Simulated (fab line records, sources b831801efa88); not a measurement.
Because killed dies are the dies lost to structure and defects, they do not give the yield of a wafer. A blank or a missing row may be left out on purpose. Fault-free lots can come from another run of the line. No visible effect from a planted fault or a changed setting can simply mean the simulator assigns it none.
Which tool is to blame? | flow sfq-line | Sampling: 7 lots, 21 wafers, 3 of 325 route steps

## WHAT THE GAUGES SHOWED, per wafer
SFQ_I5_OVL_MEAS_936.
lot  | measured     | on         | I5_OVL (nm)
L540 | day 52 12:28 | overlay-01 | 5 8 1
L543 | day 52 18:27 | overlay-02 | 3 -3 -5
L545 | day 53 01:40 | overlay-01 | 2 8 7
L548 | day 53 17:30 | overlay-02 | 5 3 5
L557 | day 69 02:43 | overlay-01 | -2 -4 -1
L560 | day 69 07:31 | overlay-01 | -3 -8 -8
L562 | day 69 13:37 | overlay-02 | 4 -2 -4

## WHAT TOOL EACH LOT RAN ON (gives the tool, then ch and the chambers of the sampled wafers, and finally the start)
lot  | SFQ_TRILAYER_M2_DEP_PRE_CLEAN_056 | SFQ_TRILAYER_M3_ETCH_METAL_ETCH_078
L540 | pvd-sputter-05, day 23 09:45      | rie-metal-01 ch 0,1, day 29 18:22
L543 | pvd-sputter-05, day 24 12:06      | rie-metal-01 ch 0,1, day 30 19:58
L545 | pvd-sputter-04, day 25 00:13      | rie-metal-02 ch 0,1, day 31 13:24
L548 | pvd-sputter-05, day 25 12:41      | rie-metal-02 ch 0,1, day 38 20:40
L557 | pvd-sputter-05, day 26 07:54      | rie-metal-02 ch 0,1, day 44 20:21
L560 | pvd-sputter-05, day 26 11:29      | rie-metal-01 ch 0,1, day 45 01:09
L562 | pvd-sputter-05, day 26 13:53      | rie-metal-03 ch 0,1, day 45 05:57
- SFQ_TRILAYER_M2_DEP_PRE_CLEAN_056: time 22.5 s.
- SFQ_TRILAYER_M3_ETCH_METAL_ETCH_078: etches Nb in Cl2/Ar, stops on SiO2, target depth 240 nm, time 120 s.

## THE ANSWER, worked out from the rows above alone
Rule: usual is defined by the lots themselves. Put in order of their means at a reading, lots are off if they are a third of the lots or fewer, leave a main group of 4 or more, and stand apart from it by a gap of 3 or more times the standard deviation of the main group's means; of several such gaps the widest counts. The tables above print the reading to a certain number of digits; a main group whose means all agree to those digits is not used. Also off: a lot with no number at a reading for which 4 or more lots have one. Any other lot the step has rows for is counted as sound.
No lot is off at any reading shown: from this, nothing can be told.

## WHAT THE SIMULATOR HAD INSERTED
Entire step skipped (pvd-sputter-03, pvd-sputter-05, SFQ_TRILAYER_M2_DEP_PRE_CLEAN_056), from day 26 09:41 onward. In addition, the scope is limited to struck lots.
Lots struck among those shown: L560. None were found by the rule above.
